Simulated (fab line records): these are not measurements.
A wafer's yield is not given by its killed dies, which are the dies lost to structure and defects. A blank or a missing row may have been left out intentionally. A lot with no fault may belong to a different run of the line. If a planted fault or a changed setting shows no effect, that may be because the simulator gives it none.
Which of the tools did it?	flow gf180mcu	39 wafers from 13 lots sampled at 3 of the route's 602 steps

## WHAT THE GAUGES READ, wafer by wafer
GF_V1_OVL_MEAS_15. Usual: for V1_OVL the level is 0 nm and the standard deviation is 5.2.
lot	measured	on	V1_OVL (nm)	flag
L878	day 18 07:22	overlay-01	8 9 5	
L879	day 18 14:24	overlay-02	-1 -1 1	
L880	day 19 02:23	overlay-01	2 4 -5	
L881	day 19 10:16	overlay-01	-15 -10 -3	
L883	day 20 06:51	overlay-01	1 -8 -1	
L884	day 20 12:52	overlay-01	1 -8 -7	
L885	day 21 05:13	overlay-02	-10 -7 -11	
L886	day 21 13:50	overlay-01	0 9 4	
L887	day 22 01:03	overlay-02	6 11 3	
L890	day 22 20:58	overlay-02	2 5 0	
L893	day 23 23:54	overlay-01	-6 -3 -3	
L900	day 26 01:41	overlay-02	-6 -3 -2	
L901	day 26 09:52	overlay-01	3 -2 3	

## TOOL THAT RAN EACH LOT (tool first, then ch and the chambers of the sampled wafers, then the start)
lot	GF_CONTACT_EXPOSE_11	GF_M1_SPUTTER_04
L878	krf-scanner-02 ch 0, day 15 18:41	pvd-sputter-01, day 16 07:01
L879	krf-scanner-02 ch 0, day 16 00:54	pvd-sputter-02, day 16 13:58
L880	krf-scanner-02 ch 0, day 16 12:19	pvd-sputter-01, day 17 01:08
L881	krf-scanner-02 ch 0, day 16 19:18	pvd-sputter-01, day 17 08:07
L883	krf-scanner-01 ch 0, day 17 15:06	pvd-sputter-02, day 18 04:38
L884	krf-scanner-01 ch 0, day 17 20:44	pvd-sputter-01, day 18 09:42
L885	krf-scanner-02 ch 0, day 18 12:28	pvd-sputter-01, day 19 02:37
L886	krf-scanner-01 ch 0, day 18 22:21	pvd-sputter-01, day 19 12:05
L887	krf-scanner-02 ch 0, day 19 09:26	pvd-sputter-01, day 19 22:56
L890	krf-scanner-02 ch 0, day 20 07:18	pvd-sputter-03, day 20 20:41
L893	krf-scanner-01 ch 0, day 21 11:06	pvd-sputter-03, day 22 00:12
L900	krf-scanner-02 ch 0, day 23 15:26	pvd-sputter-03, day 24 04:19
L901	krf-scanner-01 ch 0, day 24 00:26	pvd-sputter-01, day 24 12:37
- GF_CONTACT_EXPOSE_11: exposes mask Contact, target cd 220 nm.
- GF_M1_SPUTTER_04: material TiN, target thk 50 nm, time 41.7 s.

## WHAT THE TOOLS THEMSELVES READ (means of the sampled wafers that have a number; where no wafer has one, the mark that the record gives instead)
GF_CONTACT_EXPOSE_11. Usual: exposure-dose-mJ-cm2 37.97, standard deviation 0.037; reticle-temp-C 22.99 C, standard deviation 0.1.
lot	tool	exposure-dose-mJ-cm2	reticle-temp-C (C)	flag
L878	krf-scanner-02	38.04	23.01	
L879	krf-scanner-02	38.03	22.97	
L880	krf-scanner-02	38.01	22.95	
L881	krf-scanner-02	37.98	22.87	
L883	krf-scanner-01	37.97	23.05	
L884	krf-scanner-01	37.95	22.92	
L885	krf-scanner-02	38.02	23.09	
L886	krf-scanner-01	37.94	22.85	
L887	krf-scanner-02	37.97	22.91	
L890	krf-scanner-02	37.95	23.07	
L893	krf-scanner-01	38.31	23.02	OFF
L900	krf-scanner-02	37.99	22.92	
L901	krf-scanner-01	37.98	22.97	

GF_M1_SPUTTER_04. Usual: 30.6 % for throttle-valve-pct, sd 1.1.
lot	tool	throttle-valve-pct (%)	flag
L878	pvd-sputter-01	30.8	
L879	pvd-sputter-02	30.4	
L880	pvd-sputter-01	31.1	
L881	pvd-sputter-01	30.6	
L883	pvd-sputter-02	30.5	
L884	pvd-sputter-01	30.7	
L885	pvd-sputter-01	30.6	
L886	pvd-sputter-01	30.8	
L887	pvd-sputter-01	30.6	
L890	pvd-sputter-03	29.5	
L893	pvd-sputter-03	30.4	
L900	pvd-sputter-03	31.3	
L901	pvd-sputter-01	31.1	

## THE ANSWER, worked out from the rows above alone
Rule: a lot counts as off when the mean over its wafers that have a number is more than 3 standard deviations away from the usual mean. Also off: a lot with no number at a reading for which 4 or more lots have one. All remaining lots with rows at the step are treated as sound. After the gauges, taken in route order, come the tools' own readings; for these a lot's mean is taken, as printed above. The first step at which some lot is off is used, and at that step the reading that is off furthest; a lot without a number counts as furthest.
Off: L893 (GF_CONTACT_EXPOSE_11, exposure-dose-mJ-cm2).
A tool fits if, at that step or a process step before it, it ran every lot that is off, and no sound lot after the first of them. No candidate that was tried fits.

## WHAT WAS PUT IN BY THE SIMULATOR
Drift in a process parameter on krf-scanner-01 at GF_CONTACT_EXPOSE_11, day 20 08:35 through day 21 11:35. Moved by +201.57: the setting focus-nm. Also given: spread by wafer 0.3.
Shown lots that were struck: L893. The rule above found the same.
